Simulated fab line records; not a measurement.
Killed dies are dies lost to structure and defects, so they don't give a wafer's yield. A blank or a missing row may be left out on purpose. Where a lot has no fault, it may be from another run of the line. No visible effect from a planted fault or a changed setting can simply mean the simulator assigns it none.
fab line records + flow sky130
[record]
- lots = 11
- wafers = 33
- last_day = 51
route steps=708 shown VIA3@576 CAP2M@604 METAL4@624 PAD_OPEN@708
lots with no fault: from the same line, run without faults
start_h: the number of hours between the record's first day and the start of the first shown wafer of the lot + wait_h: hours from the lot's prior step to this one + " same as the row above + L1.1+2: a row that stands for several wafers + - no value, or no start given + * or withheld: withheld + < > ~ a bound
route shown NAME@n: NAME is a module with steps in the file, n the number in the route of the first one + usual: mean and standard deviation over wafers with no fault + same: alike in all rows + chamber/n: place in a boat + sites: the reading at each site + _std_site: standard deviation across them + _edge_site: the outer-site mean with the inner-site mean subtracted + radius_mm: for every site, how far away it sits from the centre of the wafer + mask NAME#n: copy n + behind: the most recent tool/chamber to have shaped the wafer + hold: why the lot was held/for how many hours/how that ended + device: the n, p or np transistor that did not switch + end of line: tests of these same wafers at the route's end + for a step that has no rows: nothing shown but its recipe + killed: at the first sort, the dies lost to defects and structure; wafer yield is something else + map: shows each die of a wafer: x if killed, . if not, _ if none is there
set.NAME: the setting the step ran with; set.NAME@STEP: the setting that earlier step ran with + model.NAME: the simulator's own value behind a step, which no gauge read
a sample of lots followed through the steps of the route, with each step as a table and each wafer as a row
services: a tool's chamber out of use, with start hour (start_h, from the record's first day; less than 0 if before it), hours out, and reason
[[steps]]
[step SKY_VIA3_BOW_MEAS_03]
[recipe]
- mode = bow
[usual]
- VIA3_BOW = 77/8
| lot.wafer | tool          | chamber | start_h | wait_h | VIA3_BOW[um] |
|-----------|---------------|---------|---------|--------|--------------|
| L457.3    | film_metro-04 | -       | 954.10  | 0.3    | 79           |
| L457.4    | "             | -       | "       | "      | 85           |
| L457.6    | "             | -       | "       | "      | 93           |
| L458.4    | film_metro-04 | -       | 955.92  | 0.2    | 76           |
| L458.5    | "             | -       | "       | "      | 79           |
| L458.6    | "             | -       | "       | "      | 75           |
| L460.3    | film_metro-02 | -       | 958.45  | 0.2    | 68           |
| L460.5    | "             | -       | "       | "      | 75           |
| L460.6    | "             | -       | "       | "      | 69           |
| L461.3    | film_metro-02 | -       | 962.39  | 0.2    | 80           |
| L461.5    | "             | -       | "       | "      | 72           |
| L461.6    | "             | -       | "       | "      | 83           |
| L462.1    | film_metro-02 | -       | 970.64  | 0.2    | 66           |
| L462.3    | "             | -       | "       | "      | 72           |
| L462.5    | "             | -       | "       | "      | 80           |
| L465.1    | film_metro-04 | -       | 991.10  | 0.2    | 74           |
| L465.3    | "             | -       | "       | "      | 83           |
| L465.6    | "             | -       | "       | "      | 77           |
| L466.2    | film_metro-02 | -       | 1001.25 | 0.2    | 77           |
| L466.4    | "             | -       | "       | "      | 81           |
| L466.6    | "             | -       | "       | "      | 72           |
| L468.2    | film_metro-04 | -       | 1020.78 | 0.3    | 71           |
| L468.5    | "             | -       | "       | "      | 68           |
| L468.6    | "             | -       | "       | "      | 81           |
| L469.2    | film_metro-04 | -       | 1026.70 | 0.3    | 89           |
| L469.3    | "             | -       | "       | "      | 79           |
| L469.4    | "             | -       | "       | "      | 86           |
| L473.1    | film_metro-04 | -       | 1042.61 | 0.2    | 62           |
| L473.2    | "             | -       | "       | "      | 77           |
| L473.3    | "             | -       | "       | "      | 80           |
| L475.1    | film_metro-02 | -       | 1098.19 | 0.2    | 64           |
| L475.2    | "             | -       | "       | "      | 80           |
| L475.6    | "             | -       | "       | "      | 80           |
[step SKY_VIA3_SPUTTER_20]
[recipe]
- material = TiN
- target_thk_nm = 20
- chamber_pressure_pa = 5
- power_w = 4000
- time_s = 80
[usual]
- cathode_dc_power_W = 4000.0/0.71
- throttle_valve_pct = 30.5/1.2
| lot.wafer | tool           | chamber | start_h | wait_h | cathode_dc_power_W | throttle_valve_pct |
|-----------|----------------|---------|---------|--------|--------------------|--------------------|
| L457.3    | pvd_sputter-03 | -       | 979.01  | 0.0    | 3999.8             | 33.0               |
| L457.4    | "              | -       | "       | "      | 4001.2             | 31.5               |
| L457.6    | "              | -       | "       | "      | 4000.0             | 33.1               |
| L458.4    | pvd_sputter-04 | -       | 981.55  | 0.0    | 3998.5             | 29.4               |
| L458.5    | "              | -       | "       | "      | 4000.5             | 31.0               |
| L458.6    | "              | -       | "       | "      | 3999.8             | 29.3               |
| L460.3    | pvd_sputter-02 | -       | 983.50  | 0.0    | 4001.0             | 31.7               |
| L460.5    | "              | -       | "       | "      | 3998.4             | 28.2               |
| L460.6    | "              | -       | "       | "      | 4000.6             | 29.8               |
| L461.3    | pvd_sputter-03 | -       | 987.28  | 0.0    | 3999.7             | 29.7               |
| L461.5    | "              | -       | "       | "      | 4000.2             | 31.5               |
| L461.6    | "              | -       | "       | "      | 3999.4             | 29.5               |
| L462.1    | pvd_sputter-03 | -       | 994.87  | 0.0    | 4000.2             | 29.8               |
| L462.3    | "              | -       | "       | "      | 3999.4             | 31.0               |
| L462.5    | "              | -       | "       | "      | 4000.0             | 30.9               |
| L465.1    | pvd_sputter-04 | -       | 1014.99 | 0.0    | 3999.7             | 30.8               |
| L465.3    | "              | -       | "       | "      | 3999.6             | 31.1               |
| L465.6    | "              | -       | "       | "      | 3999.8             | 29.0               |
| L466.2    | pvd_sputter-02 | -       | 1025.26 | 0.0    | 4001.0             | 28.0               |
| L466.4    | "              | -       | "       | "      | 3999.9             | 30.1               |
| L466.6    | "              | -       | "       | "      | 4001.4             | 28.0               |
| L468.2    | pvd_sputter-03 | -       | 1044.16 | 0.0    | 3999.2             | 29.6               |
| L468.5    | "              | -       | "       | "      | 3999.4             | 29.7               |
| L468.6    | "              | -       | "       | "      | 4000.2             | 32.9               |
| L469.2    | pvd_sputter-04 | -       | 1050.63 | 0.0    | 4000.5             | 30.7               |
| L469.3    | "              | -       | "       | "      | 4000.5             | 30.5               |
| L469.4    | "              | -       | "       | "      | 3999.9             | 29.7               |
| L473.1    | pvd_sputter-04 | -       | 1065.01 | 0.0    | 3999.6             | 30.4               |
| L473.2    | "              | -       | "       | "      | 3999.1             | 29.0               |
| L473.3    | "              | -       | "       | "      | 3999.7             | 29.6               |
| L475.1    | pvd_sputter-03 | -       | 1117.48 | 0.0    | 3999.3             | 31.0               |
| L475.2    | "              | -       | "       | "      | 4000.2             | 31.8               |
| L475.6    | "              | -       | "       | "      | 3999.7             | 29.4               |
[step SKY_CAP2M_THK_MEAS_01]
[recipe]
- reads = SiO2_of_CAP2M_CVD_00
[usual]
- CAP2M_CVD_00_THK = 15.57/0.22
| lot.wafer | tool          | chamber | start_h | wait_h | CAP2M_CVD_00_THK[nm] |
|-----------|---------------|---------|---------|--------|----------------------|
| L457.3    | film_metro-03 | -       | 979.87  | -      | 15.42                |
| L457.4    | "             | -       | "       | "      | 15.66                |
| L457.6    | "             | -       | "       | "      | 15.46                |
| L458.4    | film_metro-01 | -       | 982.39  | -      | 15.89                |
| L458.5    | "             | -       | "       | "      | 15.81                |
| L458.6    | "             | -       | "       | "      | 15.86                |
| L460.3    | film_metro-03 | -       | 984.36  | -      | 15.48                |
| L460.5    | "             | -       | "       | "      | 15.93                |
| L460.6    | "             | -       | "       | "      | 15.75                |
| L461.3    | film_metro-02 | -       | 988.14  | -      | 15.04                |
| L461.5    | "             | -       | "       | "      | 15.48                |
| L461.6    | "             | -       | "       | "      | 15.44                |
| L462.1    | film_metro-02 | -       | 995.71  | -      | 15.74                |
| L462.3    | "             | -       | "       | "      | 15.64                |
| L462.5    | "             | -       | "       | "      | 15.96                |
| L465.1    | film_metro-02 | -       | 1015.84 | -      | 15.55                |
| L465.3    | "             | -       | "       | "      | 15.58                |
| L465.6    | "             | -       | "       | "      | 15.89                |
| L466.2    | film_metro-02 | -       | 1026.13 | -      | 15.25                |
| L466.4    | "             | -       | "       | "      | 15.65                |
| L466.6    | "             | -       | "       | "      | 15.53                |
| L468.2    | film_metro-01 | -       | 1045.01 | -      | 15.60                |
| L468.5    | "             | -       | "       | "      | 15.76                |
| L468.6    | "             | -       | "       | "      | 15.61                |
| L469.2    | film_metro-01 | -       | 1051.48 | -      | 15.37                |
| L469.3    | "             | -       | "       | "      | 15.42                |
| L469.4    | "             | -       | "       | "      | 15.72                |
| L473.1    | film_metro-03 | -       | 1065.86 | -      | 15.46                |
| L473.2    | "             | -       | "       | "      | 15.41                |
| L473.3    | "             | -       | "       | "      | 15.67                |
| L475.1    | film_metro-01 | -       | 1118.32 | -      | 15.54                |
| L475.2    | "             | -       | "       | "      | 15.46                |
| L475.6    | "             | -       | "       | "      | 15.65                |
[step SKY_METAL4_COAT_08]
[recipe]
- resist = KrF-thick
- spin_rpm = 3000
- resist_thk_nm = 1140
[usual]
- spin_speed_rpm = 3000.3/2.4
| lot.wafer | tool           | chamber | start_h | wait_h | spin_speed_rpm |
|-----------|----------------|---------|---------|--------|----------------|
| L457.3    | litho_track-03 | 0       | 1014    | -      | 2997.9         |
| L457.4    | "              | 0       | "       | "      | 2996.1         |
| L457.6    | "              | 0       | "       | "      | 2999.5         |
| L458.4    | litho_track-04 | 0       | 1017    | -      | 2998.9         |
| L458.5    | "              | 0       | "       | "      | 2999.0         |
| L458.6    | "              | 0       | "       | "      | 2998.7         |
| L460.3    | litho_track-02 | 0       | 1020    | -      | 2997.8         |
| L460.5    | "              | 0       | "       | "      | 2993.7         |
| L460.6    | "              | 0       | "       | "      | 3000.6         |
| L461.3    | litho_track-04 | 0       | 1024    | -      | 3001.8         |
| L461.5    | "              | 0       | "       | "      | 2999.5         |
| L461.6    | "              | 0       | "       | "      | 2999.8         |
| L462.1    | litho_track-04 | 0       | 1030    | -      | 3003.1         |
| L462.3    | "              | 0       | "       | "      | 3001.9         |
| L462.5    | "              | 0       | "       | "      | 3004.1         |
| L465.1    | litho_track-02 | 0       | 1051    | -      | 2999.6         |
| L465.3    | "              | 0       | "       | "      | 2999.9         |
| L465.6    | "              | 0       | "       | "      | 3001.5         |
| L466.2    | litho_track-04 | 0       | 1059    | -      | 3002.2         |
| L466.4    | "              | 0       | "       | "      | 2998.0         |
| L466.6    | "              | 0       | "       | "      | 2998.3         |
| L468.2    | litho_track-03 | 0       | 1077    | -      | 3000.8         |
| L468.5    | "              | 0       | "       | "      | 2999.6         |
| L468.6    | "              | 0       | 1078    | -      | 3000.3         |
| L469.2    | litho_track-04 | 0       | 1082    | -      | 2998.9         |
| L469.3    | "              | 0       | "       | "      | 2999.5         |
| L469.4    | "              | 0       | "       | "      | 3002.4         |
| L473.1    | litho_track-04 | 0       | 1094    | -      | 3001.8         |
| L473.2    | "              | 0       | "       | "      | 3000.3         |
| L473.3    | "              | 0       | 1095    | -      | 3000.8         |
| L475.1    | litho_track-02 | 0       | 1146    | -      | 2996.0         |
| L475.2    | "              | 0       | "       | "      | 3000.4         |
| L475.6    | "              | 0       | "       | "      | 3003.2         |
[step SKY_METAL4_STRIP_19]
[recipe]
- chemistry = O2/N2
- power_w = 1400
- pressure_mtorr = 1500
- platen_temp_c = withheld
- o2_flow_sccm = 3000
- n2_flow_sccm = 300
- overash_fraction = 0.5
[usual]
- drypump_motor_current_A = 5.7/0.49
- oes_product_au = 0.500/0.0052
- strip_time_to_endpoint_s = 6.47/0.051
| lot.wafer | tool            | chamber | start_h | wait_h | drypump_motor_current_A | oes_product_au | rf_hours_counter_h | strip_time_to_endpoint_s |
|-----------|-----------------|---------|---------|--------|-------------------------|----------------|--------------------|--------------------------|
| L457.3    | plasma_asher-04 | 0       | 1026.93 | 0.2    | 5.1                     | 0.500          | -                  | 6.52                     |
| L457.4    | "               | 1       | "       | "      | 5.6                     | 0.496          | -                  | 6.45                     |
| L457.6    | "               | 0       | "       | "      | 5.1                     | 0.508          | -                  | 6.57                     |
| L458.4    | plasma_asher-02 | 1       | 1029.55 | 0.1    | 6.2                     | 0.493          | -                  | 6.41                     |
| L458.5    | "               | 1       | "       | "      | 6.2                     | 0.505          | -                  | 6.43                     |
| L458.6    | "               | 0       | "       | "      | 6.1                     | 0.497          | -                  | 6.41                     |
| L460.3    | plasma_asher-03 | 1       | 1031.88 | 0.1    | 6.4                     | 0.499          | -                  | 6.42                     |
| L460.5    | "               | 0       | "       | "      | 5.5                     | 0.495          | -                  | 6.53                     |
| L460.6    | "               | 1       | "       | "      | 6.4                     | 0.503          | -                  | 6.43                     |
| L461.3    | plasma_asher-02 | 1       | 1035.81 | 0.2    | 6.2                     | 0.498          | -                  | 6.41                     |
| L461.5    | "               | 1       | "       | "      | 6.2                     | 0.506          | -                  | 6.47                     |
| L461.6    | "               | 0       | "       | "      | 6.1                     | 0.498          | -                  | 6.47                     |
| L462.1    | plasma_asher-02 | 0       | 1042.43 | 0.3    | 6.1                     | 0.505          | 123                | 6.53                     |
| L462.3    | "               | 0       | "       | "      | 6.0                     | 0.501          | -                  | 6.50                     |
| L462.5    | "               | 1       | "       | "      | 6.3                     | 0.509          | -                  | 6.48                     |
| L465.1    | plasma_asher-03 | 0       | 1062.05 | 0.1    | 5.4                     | 0.493          | 31                 | 6.53                     |
| L465.3    | "               | 1       | "       | "      | 6.4                     | 0.496          | -                  | 6.49                     |
| L465.6    | "               | 0       | "       | "      | 5.5                     | 0.498          | -                  | 6.47                     |
| L466.2    | plasma_asher-04 | 0       | 1070.99 | 0.2    | 5.1                     | 0.502          | 95                 | 6.46                     |
| L466.4    | "               | 0       | "       | "      | 5.1                     | 0.504          | -                  | 6.49                     |
| L466.6    | "               | 0       | "       | "      | 5.1                     | 0.494          | -                  | 6.48                     |
| L468.2    | plasma_asher-02 | 1       | 1089.17 | 0.1    | 6.2                     | 0.505          | 1                  | 6.46                     |
| L468.5    | "               | 1       | "       | "      | 6.2                     | 0.491          | -                  | 6.46                     |
| L468.6    | "               | 0       | "       | "      | 6.1                     | 0.497          | -                  | 6.55                     |
| L469.2    | plasma_asher-04 | 0       | 1093.40 | 0.1    | 5.1                     | 0.511          | 98                 | 6.77                     |
| L469.3    | "               | 1       | "       | "      | 5.6                     | 0.513          | -                  | 6.70                     |
| L469.4    | "               | 0       | "       | "      | 5.1                     | 0.510          | -                  | 6.79                     |
| L473.1    | plasma_asher-03 | 1       | 1103.05 | 0.1    | 6.4                     | 0.508          | 36                 | 6.68                     |
| L473.2    | "               | 0       | "       | "      | 5.5                     | 0.508          | 36                 | 6.74                     |
| L473.3    | "               | 1       | "       | "      | 6.4                     | 0.509          | -                  | 6.66                     |
| L475.1    | plasma_asher-02 | 1       | 1156.92 | 0.1    | 6.2                     | 0.498          | 7                  | 6.42                     |
| L475.2    | "               | 0       | "       | "      | 6.1                     | 0.506          | 7                  | 6.47                     |
| L475.6    | "               | 1       | "       | "      | 6.2                     | 0.490          | -                  | 6.43                     |
[step SKY_PAD_OPEN_PROBE_99]
[usual]
- defect_limited_yield = 82.1/1.8
- killed_at_M0_to_M3 = 45/6.9
- killed_at_M4_up = 3.2/1.8
- killed_at_contacts = 25/5.3
- killed_at_front_end = 16/4.3
- killed_at_other = 0.2/0.52
- killed_dies = 88/8.7
- killed_open = 48/6.5
- killed_short = 40/6
- sort_bin_3_pad_short = 0.9/0.4
- sort_bin_5_function = 10.8/1.5
- sort_bin_6_memory = 6.3/1
- sort_n_pass = 404/8.7
- sort_yield_pct = 82.1/1.8
[same]
- gross_dies = 492
- killed_at_back_side = 0
- sort_bin_4_leakage[%] = 0
- sort_bin_8_speed[%] = 0
| lot.wafer | tool      | chamber | start_h | wait_h | defect_limited_yield[%] | killed_at_M0_to_M3 | killed_at_M4_up | killed_at_contacts | killed_at_front_end | killed_at_other | killed_dies | killed_open | killed_short | sort_bin_3_pad_short[%] | sort_bin_5_function[%] | sort_bin_6_memory[%] | sort_n_pass | sort_yield_pct[%] |
|-----------|-----------|---------|---------|--------|-------------------------|--------------------|-----------------|--------------------|---------------------|-----------------|-------------|-------------|--------------|-------------------------|------------------------|----------------------|-------------|-------------------|
| L466.2    | prober-02 | -       | 1158.15 | 0.1    | 81.7                    | 47                 | 4               | 17                 | 22                  | 0               | 90          | 48          | 42           | 0.6                     | 9.3                    | 8.3                  | 402         | 81.7              |
| L466.4    | prober-02 | -       | 1158.25 | 0.2    | 82.3                    | 49                 | 1               | 25                 | 12                  | 0               | 87          | 49          | 38           | 0.4                     | 10.8                   | 6.5                  | 405         | 82.3              |
| L466.6    | prober-02 | -       | 1158.35 | 0.2    | 84.1                    | 37                 | 2               | 24                 | 15                  | 0               | 78          | 44          | 33           | 1.0                     | 9.8                    | 5.1                  | 414         | 84.1              |
| L469.2    | prober-01 | -       | 1176.59 | 0.1    | 80.7                    | 40                 | 5               | 35                 | 15                  | 0               | 95          | 52          | 43           | 0.6                     | 12.4                   | 6.3                  | 397         | 80.7              |
| L469.3    | prober-01 | -       | 1176.64 | 0.2    | 80.5                    | 46                 | 4               | 25                 | 21                  | 0               | 96          | 57          | 39           | 0.6                     | 11.4                   | 7.5                  | 396         | 80.5              |
| L469.4    | prober-01 | -       | 1176.69 | 0.2    | 81.5                    | 55                 | 2               | 17                 | 17                  | 0               | 91          | 50          | 41           | 0.6                     | 11.2                   | 6.7                  | 401         | 81.5              |
// killed by level:class
L466.2 FIELD_ISO:geometric_particle:open=10 VIA1:geometric_particle:open=9 LOCAL_INTERCONNECT:geometric_particle:short=6 VIA1:geometric_particle:short=6 METAL2:geometric_particle:short=6 VIA2:geometric_particle:open=6 POLY_GATE:geometric_particle:short=5 LI_CONTACT:geometric_particle:open=5
L466.4 VIA2:geometric_particle:open=11 CONTACT:geometric_particle:open=10 VIA1:geometric_particle:open=9 METAL1:geometric_particle:short=8 LI_CONTACT:geometric_particle:open=6 VIA1:geometric_particle:short=5 POLY_GATE:geometric_particle:short=4 LOCAL_INTERCONNECT:geometric_particle:short=4
L466.6 LI_CONTACT:geometric_particle:open=8 VIA3:geometric_particle:open=8 CONTACT:geometric_particle:open=7 VIA1:geometric_particle:open=7 CONTACT:geometric_particle:short=6 VIA1:geometric_particle:short=5 POLY_GATE:geometric_particle:open=4 METAL1:geometric_particle:short=4
L469.2 CONTACT:geometric_particle:open=14 LI_CONTACT:geometric_particle:open=7 CONTACT:geometric_particle:short=7 VIA1:geometric_particle:open=7 VIA2:geometric_particle:open=5 VIA3:geometric_particle:open=5 FIELD_ISO:geometric_particle:open=4 VIA1:geometric_particle:short=4
L469.3 VIA1:geometric_particle:open=12 VIA1:geometric_particle:short=10 LI_CONTACT:geometric_particle:open=8 CONTACT:geometric_particle:open=8 VIA3:geometric_particle:open=7 METAL2:geometric_particle:short=6 POLY_GATE:geometric_particle:open=5 POLY_GATE:geometric_particle:short=5
L469.4 VIA1:geometric_particle:open=14 METAL1:geometric_particle:short=8 CONTACT:geometric_particle:open=7 VIA2:geometric_particle:open=7 POLY_GATE:geometric_particle:short=6 VIA1:geometric_particle:short=6 METAL3:geometric_particle:short=5 METAL2:geometric_particle:short=5
[[services]]
| tool            | chamber | start_h | hours | kind                   |
|-----------------|---------|---------|-------|------------------------|
| plasma_asher-02 | -       | 965.61  | 9.3   | repair                 |
| pvd_sputter-04  | 2       | 975.30  | -     | consumable_replace:kit |
| pvd_sputter-04  | 2       | 975.30  | 18.0  | scheduled_down         |
| pvd_sputter-04  | 2       | 975.30  | 18.0  | vent_cycle             |
| pvd_sputter-04  | -       | 977.28  | 4.2   | repair                 |
| pvd_sputter-03  | 0       | 982.73  | -     | consumable_replace:kit |
| pvd_sputter-03  | 0       | 982.73  | 18.0  | scheduled_down         |
| pvd_sputter-03  | 0       | 982.73  | 18.0  | vent_cycle             |
| pvd_sputter-04  | -       | 983.30  | 3.3   | repair                 |
| pvd_sputter-02  | -       | 1055.21 | 8.0   | repair                 |
| plasma_asher-02 | -       | 1055.31 | 9.0   | pm                     |
| plasma_asher-02 | 0       | 1055.31 | 9.0   | vent_cycle             |
| plasma_asher-02 | 1       | 1055.31 | 9.0   | vent_cycle             |
| plasma_asher-02 | 0       | 1064.31 | -     | clean                  |
| plasma_asher-02 | 1       | 1064.31 | -     | clean                  |
| plasma_asher-02 | -       | 1073.01 | 15.6  | pm                     |
| pvd_sputter-04  | -       | 1085.88 | 4.8   | repair                 |
| pvd_sputter-04  | 1       | 1094.69 | -     | consumable_replace:kit |
| pvd_sputter-04  | 1       | 1094.69 | 18.0  | scheduled_down         |
| pvd_sputter-04  | 1       | 1094.69 | 18.0  | vent_cycle             |
| pvd_sputter-03  | -       | 1101.11 | 1.1   | repair                 |
| pvd_sputter-03  | 3       | 1125.30 | -     | consumable_replace:kit |
| pvd_sputter-03  | 3       | 1125.30 | 18.0  | scheduled_down         |
| pvd_sputter-03  | 3       | 1125.30 | 18.0  | vent_cycle             |
[[key]]
[first_sign]
- step = SKY_METAL4_STRIP_19
- reading = strip_time_to_endpoint_s
- direction = up
- sigmas = 5
- usual = *
- struck = *
- through = *
effect none on later readings
met_at SKY_METAL4_COAT_08
struck_lots L469,L473
[loop_trim]
- step = SKY_METAL4_EXPOSE_10
- setting = dose
- lots = L473
not_acting_at SKY_VIA3_BOW_MEAS_03,SKY_VIA3_SPUTTER_20,SKY_CAP2M_THK_MEAS_01
onset_between 1059 1082
[fault]
- kind = process_parameter_drift
- tool = litho_track-04
- chamber = -
- onset_h = 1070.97
- steps = SKY_METAL4_COAT_08
- channel = resist_thk_nm
- offset = 22.058
- shape = step
- end_h = 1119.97
- acts_in = these_recipes_only
- stated = 1140
// loop_trim: a control loop set the setting to another value than it would have without faults
